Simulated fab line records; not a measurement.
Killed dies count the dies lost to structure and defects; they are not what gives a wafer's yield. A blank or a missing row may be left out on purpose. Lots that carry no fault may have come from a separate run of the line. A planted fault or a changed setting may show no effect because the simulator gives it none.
Code-filled problem report in 8D (eight disciplines) form + flow gf180mcu + the parts of the form that need people (team, actions taken, sign-off) are left out

1. PROBLEM STATEMENT
heater power total W at GF_NSD_SOFTBAKE_03 reads a mean of 57.55 W on 2 wafers of 2 lots; wafers without a fault read 56.60 W with a standard deviation of 0.04. That is +24 standard deviations from the usual mean.
The step: time 60 s.
Earliest sighting: wafer L375.4 on litho track-03 at day 17 15:08. At this step, 40 wafers from 14 lots have a number in the record. Rule for "out", or "out of limits": more than 4 standard deviations from the usual mean. The rest of the wafers with a number are treated as sound.

2. WHAT IT IS, AND WHAT IT ISN'T
| question                    | is                                 | is not                                                                          |
|-----------------------------|------------------------------------|---------------------------------------------------------------------------------|
| which readings at this step | heater power total W, run length s | resist line temp C                                                              |
| which lots                  | L375, L377                         | L362, L363, L364, L365, L366, L370, L371, L372, L373, L374, L382, L383          |
| which wafers of those lots  | L375.4, L377.1                     | L375.6, L377.3                                                                  |
| read on which tools         | litho track-03                     | litho track-01, litho track-02                                                  |
| when                        | from day 17 15:08                  | up to then (31 sound wafers); but 7 sound wafers of L377, L382, L383 came after |

3. THE SUSPECTS, EACH WITH WHAT RULES IT OUT
Counting: if a tool at a process step up to the reading ran every lot that is out, it stays a suspect. Sound lots after the first of them don't rule it out here, since some wafers of a struck lot are sound.
- litho track-03 at GF_NSD_SOFTBAKE_03 (time 60 s): kept. It ran every lot that is out, first L375 (day 17 15:08); its last sound lot up to then is L373 (day 16 23:58). On those wafers its own readings are out: heater power total W, run length s.
Remaining after the count: litho track-03 at GF_NSD_SOFTBAKE_03.

4. THE CAUSE (what the simulator had put in)
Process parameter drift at GF_NSD_SOFTBAKE_03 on litho track-03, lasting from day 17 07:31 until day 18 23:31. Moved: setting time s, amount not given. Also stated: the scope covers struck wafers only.
The count eliminated every tool but this one.

5. THE CHAIN OF EFFECTS, in route order
Each row: a reading whose mean over the struck wafers that have a number lies more than 3 standard deviations from the usual. Readings are gone through only where the record gives a usual standard deviation; hours: the median, over the lots, of the time from a lot's start at the first step in this table giving one to that lot's start at this step; sigmas: the change measured in usual standard deviations.
| hours | step               | reading              | usual   | on struck wafers | change | sigmas |
|-------|--------------------|----------------------|---------|------------------|--------|--------|
| 0     | GF_NSD_SOFTBAKE_03 | heater power total W | 56.60 W | 57.55            | +0.95  | +24    |
| 0     | GF_NSD_SOFTBAKE_03 | run length s         | 89.32 s | 86.28            | -3.03  | -20    |
Here are the process steps it includes:
- GF_NSD_SOFTBAKE_03: time 60 s.

6. WHAT WOULD HAVE CAUGHT IT SOONER
In this record the first reading out of limits was taken at day 17 15:08, 8 hours after the fault began at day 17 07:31.
